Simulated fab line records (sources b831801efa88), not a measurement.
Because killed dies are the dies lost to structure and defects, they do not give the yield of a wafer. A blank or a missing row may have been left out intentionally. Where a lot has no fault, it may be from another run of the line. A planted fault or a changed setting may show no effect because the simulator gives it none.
A struck lot beside a sound one + flow sky130 + 16 steps out of a route of 708
Sound: these wafers, L586.1, L586.3, L586.4. Wafers L592.2, L592.3, L592.6 were the ones struck. The cause is named last.
Per side, at each step with rows, come the tool, then ch with its chambers, and then its first start. Under that, the readings that differ: sound wafers + struck wafers + difference of the means + sigmas: that difference in standard deviations of wafers without a fault.
alike: readings with means less than 2 such deviations apart, plus words and numbers identical on both sides. not compared: withheld readings, readings lacking a value on some wafer, bounds such as >300 that could conceal the same value, and numbers that have no deviation in the record and whose values overlap.
Wherever a step has rows on one side only, a row that says differs or no value, or a row with sigmas, the two part there. Numbers that don't overlap but have no deviation are shown without sigmas and don't part them. A reading missing from all wafers of one side parts the sides only when that side holds two or more wafers.

first, 3 steps without rows for these wafers: SKY_METAL2_EXPOSE_12 (exposes mask MM2, target cd 140 nm); SKY_METAL2_PEB_13; SKY_METAL2_DEVELOP_14 (develop time 60 s).
SKY_METAL2_CD_MEAS_15 targets a cd of 140 nm.
  sound on cdSem-01, day 38 15:05; struck on cdSem-02, day 40 16:24
  alike: cdNm
SKY_METAL2_OVL_MEAS_16:
  sound on overlay-01, day 38 15:13; struck on overlay-01, day 40 16:31
  alike: METAL2_OVL
SKY_METAL2_DESCUM_17: chemistry O2, time 8 s.
  sound on rieMetal-02 ch 0,1, day 38 15:15; struck on rieMetal-03 ch 0,1, day 40 16:32
  alike: drypumpMotorCurrentA, oesProductAu
  not compared: rfHoursCounterH
SKY_METAL2_ETCH_18: etches BARC in N2/H2, stops on SiO2, time 45.9 s, target depth 60 nm.
  sound on rieMetal-02 ch 0,1, day 38 15:17; struck on rieMetal-03 ch 0,1, day 40 16:34
  alike: biasW, drypumpMotorCurrentA, oesProductAu, throttleValvePct
  not compared: rfHoursCounterH
SKY_METAL2_METAL_ETCH_19: etches the open film in Cl2/BCl3, stops on SiO2, target depth 360 nm, time 78 s.
  sound on rieMetal-02 ch 0,1, day 38 15:20; struck on rieMetal-03 ch 0,1, day 40 16:38
  alike: biasW, drypumpMotorCurrentA, oesProductAu, throttleValvePct
  not compared: rfHoursCounterH
SKY_METAL2_STRIP_20: strips in O2/N2.
  sound on plasmaAsher-01 ch 0,1, day 38 15:26; struck on plasmaAsher-03 ch 0, day 40 16:43
  alike: drypumpMotorCurrentA, oesProductAu, stripTimeToEndpointS
  not compared: rfHoursCounterH
then, 3 steps without rows for these wafers: SKY_METAL2_STRIP_21 (strips in post etch residue remover, time 1200 s); SKY_METAL2_CLEAN_22 (cleans in IPA, time 180 s); SKY_METAL2_CLEAN_23 (cleans in O3/DIW).
SKY_VIA2_HDPCVD_00: deposits SiO2, target thk 1180 nm, time 196.7 s.
  sound on hdpcvd-01 ch 0,1,2, day 38 16:04; struck on hdpcvd-02 ch 0,1,2, day 40 17:37
SKY_VIA2_THK_MEAS_01:
  sound on filmMetro-03, day 38 16:11; struck on filmMetro-03, day 40 17:44
| reading              | sound          | struck         | difference | sigmas      |
|----------------------|----------------|----------------|------------|-------------|
| VIA2_HDPCVD_THK (nm) | 1185 1172 1179 | 2361 2386 2383 | +1198      | +99 or more |
SKY_VIA2_CMP_02: polishes SiO2.
  sound on cmp-02 ch 1,2,3, day 38 16:15; struck on cmp-01 ch 0,1, day 40 18:23
  alike: headPressurePsi, motorCurrentA
-- the record jumps here: 9 days lie between the struck wafers' starts before and after (it left off in module VIA2 and takes up again in module PAD_OPEN, whose first step shown is number 708 of the route) --
SKY_PAD_OPEN_PROBE_99:
  the record has rows for the struck wafers here (prober-01, day 49 23:43) and none for the sound ones

WHERE THEY PART
At SKY_VIA2_THK_MEAS_01 first; at SKY_PAD_OPEN_PROBE_99 last (within this record only).

WHY: what had been put in by the simulator
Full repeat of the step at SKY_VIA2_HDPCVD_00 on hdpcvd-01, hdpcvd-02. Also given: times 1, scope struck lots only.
